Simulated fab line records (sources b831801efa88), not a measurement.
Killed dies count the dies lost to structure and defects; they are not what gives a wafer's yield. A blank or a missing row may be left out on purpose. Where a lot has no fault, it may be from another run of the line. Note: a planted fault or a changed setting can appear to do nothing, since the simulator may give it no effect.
One fault through the eyes of 2 desks || flow sky130 || each desk has only its own numbers; what lay behind them comes last

THE TOOL OWNER'S DESK: wetBench-04
The tool's own readings at SKY_FIELD_ISO_WET_ETCH_30 (etches SiO2 in dHF, target depth 25 nm, time 50 s): means of the sampled wafers that have a number, for each lot that ran on this tool. Any lot whose mean is over 4 standard deviations away from the usual mean is out of limits and marked OUT; that distance is given in the brackets.
Columns: A = runLengthS at SKY_FIELD_ISO_WET_ETCH_30, usual 78.0 s
{"lot": "L908", "first seen here": "day 2 15:35", "A": 82.9}
{"lot": "L909", "first seen here": "day 2 23:14", "A": 82.6}
{"lot": "L910", "first seen here": "day 3 04:14", "A": 84.3}
{"lot": "L912", "first seen here": "day 3 12:25", "A": 76.6}
{"lot": "L914", "first seen here": "day 3 23:06", "A": 75.5}
{"lot": "L919", "first seen here": "day 4 23:53", "A": "53.3 (-8.5) OUT"}
{"lot": "L920", "first seen here": "day 5 06:08", "A": "53.2 (-8.6) OUT"}
Finding of this desk: L919, L920 out of limits; the first was L919 at day 4 23:53, on runLengthS at SKY_FIELD_ISO_WET_ETCH_30. Within limits: L908, L909, L910, L912, L914.

THE METROLOGY DESK
What the gauges read, lot by lot, whatever tool the lot ran on: means of the sampled wafers that have a number. Any lot whose mean is over 4 standard deviations away from the usual mean is out of limits and marked OUT; that distance is given in the brackets.
Columns: A = cdNm at SKY_POLY_GATE_CD_MEAS_13, usual 149.9 nm
{"lot": "L907", "first seen here": "day 16 13:16", "A": 149.4}
{"lot": "L908", "first seen here": "day 16 23:24", "A": 151.0}
{"lot": "L909", "first seen here": "day 17 07:31", "A": 149.5}
{"lot": "L910", "first seen here": "day 17 22:56", "A": 149.6}
{"lot": "L912", "first seen here": "day 18 14:02", "A": 149.1}
{"lot": "L914", "first seen here": "day 18 22:45", "A": 150.6}
{"lot": "L920", "first seen here": "day 21 01:28", "A": 148.8}
{"lot": "L919", "first seen here": "day 21 04:59", "A": 150.1}
{"lot": "L924", "first seen here": "day 22 19:33", "A": 149.1}
{"lot": "L926", "first seen here": "day 23 10:43", "A": 152.0}
{"lot": "L928", "first seen here": "day 23 21:56", "A": 149.5}
{"lot": "L927", "first seen here": "day 24 01:48", "A": 147.8}
{"lot": "L930", "first seen here": "day 24 20:41", "A": 152.1}
Finding of this desk: none of the 13 lots has anything out of limits.

BROUGHT TOGETHER
The tool owner's desk had the chance to raise an alarm at day 4 23:53 on L919, L920.
At the metrology desk, nothing out of limits was observed.
The metrology desk holds a record of L919, L920, inside its limits.
Every lot named ran SKY_FIELD_ISO_WET_ETCH_30 on wetBench-04.

WHAT THE SIMULATOR PUT IN
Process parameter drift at SKY_FIELD_ISO_WET_ETCH_30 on wetBench-04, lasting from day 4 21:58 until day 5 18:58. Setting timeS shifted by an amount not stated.
Lots struck among those shown: L919, L920.
Time in hours from fault onset to the first out-of-limits reading at each desk: the tool owner's desk, 2.
